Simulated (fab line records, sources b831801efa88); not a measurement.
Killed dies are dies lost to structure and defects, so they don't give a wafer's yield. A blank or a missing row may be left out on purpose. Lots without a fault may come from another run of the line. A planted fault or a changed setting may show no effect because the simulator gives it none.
A struck lot beside a sound one | flow sfq_line | 21 steps out of a route of 325
Sound: wafers L234.1, L234.2, L234.5. Struck: wafers L240.1, L240.2, L240.4. The cause comes at the end.
At each step with rows: each side's tool, then ch and its chambers, then its first start. Under that, the readings that differ: sound wafers | struck wafers | difference of the means | sigmas: that difference in standard deviations of wafers without a fault.
alike: readings whose means differ by less than 2 such deviations, and words and numbers that are the same on both sides. not compared: withheld readings, readings that some wafer has no value for, bounds like >300 that may hide the same value, and numbers for which the record gives no deviation and whose values overlap.
The two part at a step that has a row with sigmas, a row that says differs or no value, or rows on one side only. Numbers that don't overlap but have no deviation are shown without sigmas and don't part them. A reading that every wafer of one side lacks parts them only if that side has two wafers or more.

first, 2 steps without rows for these wafers: SFQ_TRILAYER_M1_LITHO_PEB_042 (peb time 60 s); SFQ_TRILAYER_M1_LITHO_DEVELOP_041 (time 60 s).
SFQ_M1_OVL_MEAS_911:
  sound on overlay-01, day 11 01:02; struck on overlay-01, day 16 06:15
  alike: M1_OVL
SFQ_TRILAYER_M1_BARC_OPEN_METAL_ETCH_054: etches BARC in O2, target depth 125 nm, time 41.7 s.
  sound on rie_metal-01 ch 0,1, day 11 01:04; struck on rie_metal-01 ch 0,1, day 16 06:17
  alike: drypump_motor_current_A, oes_product_au
  not compared: rf_hours_counter_h
SFQ_TRILAYER_M1_ETCH_METAL_ETCH_042: etches Nb in Cl2/Ar, stops on SiO2, target depth 240 nm, time 120 s.
  sound on rie_metal-01 ch 0,1, day 11 01:08; struck on rie_metal-01 ch 0,1, day 16 06:21
  alike: drypump_motor_current_A, oes_product_au
  not compared: rf_hours_counter_h
SFQ_TRILAYER_M1_STRIP_STRIP_043: strips in O2.
  sound on rie_metal-01 ch 0,1, day 11 01:16; struck on rie_metal-01 ch 0,1, day 16 06:28
  alike: drypump_motor_current_A, oes_product_au
  not compared: rf_hours_counter_h
then, 2 steps without rows for these wafers: SFQ_TRILAYER_M1_STRIP_SOLV_CLEAN_044 (cleans in NMP, time 600 s); SFQ_TRILAYER_I1_DEP_PECVD_045 (deposits SiO2 from SiH4/N2O, time 111.11 s, target thk 500 nm).
SFQ_TRILAYER_I1_CMP_CMP_046: polishes SiO2.
  sound on cmp-02 ch 0,1,2, day 11 15:49; struck on cmp-02 ch 1,2,3, day 16 07:26
  alike: motor_current_A, platen_rpm, slurry_filter_dp_kPa, time_to_endpoint_s
SFQ_I1_BOW_MEAS_912:
  sound on film_metro-03, day 11 17:49; struck on film_metro-03, day 16 10:26
  alike: I1_BOW
SFQ_TRILAYER_I1_METRO_MEASURE_047:
  sound on film_metro-03, day 11 17:56; struck on film_metro-03, day 16 10:33
  alike: thk_nm
then, 1 step without rows for these wafers: SFQ_TRILAYER_I1_VIA_LITHO_COAT_054 (resist thk 62 nm).
SFQ_TRILAYER_I1_VIA_LITHO_COAT_049: resist thk 650 nm.
  sound on litho_track-01 ch 0, day 11 19:26; struck on litho_track-04 ch 0, day 16 12:03
  reading                                                 | sound             | struck            | difference | sigmas
  model.KrF_of_TRILAYER_I1_VIA_LITHO_COAT_049.thk_nm (nm) | 649.9 647.6 648.7 | 708.5 708.2 708.7 | +59.7      |
  alike: exhaust_pa, resist_line_temp_C
then, 4 steps without rows for these wafers: SFQ_TRILAYER_I1_VIA_LITHO_SOFTBAKE_053; SFQ_TRILAYER_I1_VIA_LITHO_EXPOSE_050 (exposes mask I1, target cd 500 nm); SFQ_TRILAYER_I1_VIA_LITHO_PEB_052 (peb time 60 s); SFQ_TRILAYER_I1_VIA_LITHO_DEVELOP_051 (time 60 s).
-- the record jumps here: 6 days lie between the struck wafers' starts before and after --
SFQ_I1_OVL_MEAS_913:
  sound on overlay-02, day 16 22:22; struck on overlay-02, day 22 19:07
  alike: I1_OVL
then, 1 step without rows for these wafers: SFQ_TRILAYER_I1_VIA_BARC_OPEN_VIA_ETCH_071 (etches BARC in O2, target depth 125 nm, time 41.7 s).
SFQ_TRILAYER_I1_VIA_ETCH_VIA_ETCH_052: etches SiO2 in CHF3, stops on Nb, target depth 260 nm.
  sound on rie_diel-01 ch 0,1,3, day 16 22:27; struck on rie_diel-01 ch 0,2,3, day 22 19:11
  reading                                                 | sound             | struck            | difference | sigmas
  model.KrF_of_TRILAYER_I1_VIA_LITHO_COAT_049.thk_nm (nm) | 527.3 526.9 528.2 | 588.9 586.7 587.3 | +60.2      |
  alike: drypump_motor_current_A, oes_product_au
then, 1 step without rows for these wafers: SFQ_TRILAYER_I1_VIA_STRIP_STRIP_053 (strips in O2).

WHERE THEY PART
Nowhere in this record.

WHY: what the simulator had put in
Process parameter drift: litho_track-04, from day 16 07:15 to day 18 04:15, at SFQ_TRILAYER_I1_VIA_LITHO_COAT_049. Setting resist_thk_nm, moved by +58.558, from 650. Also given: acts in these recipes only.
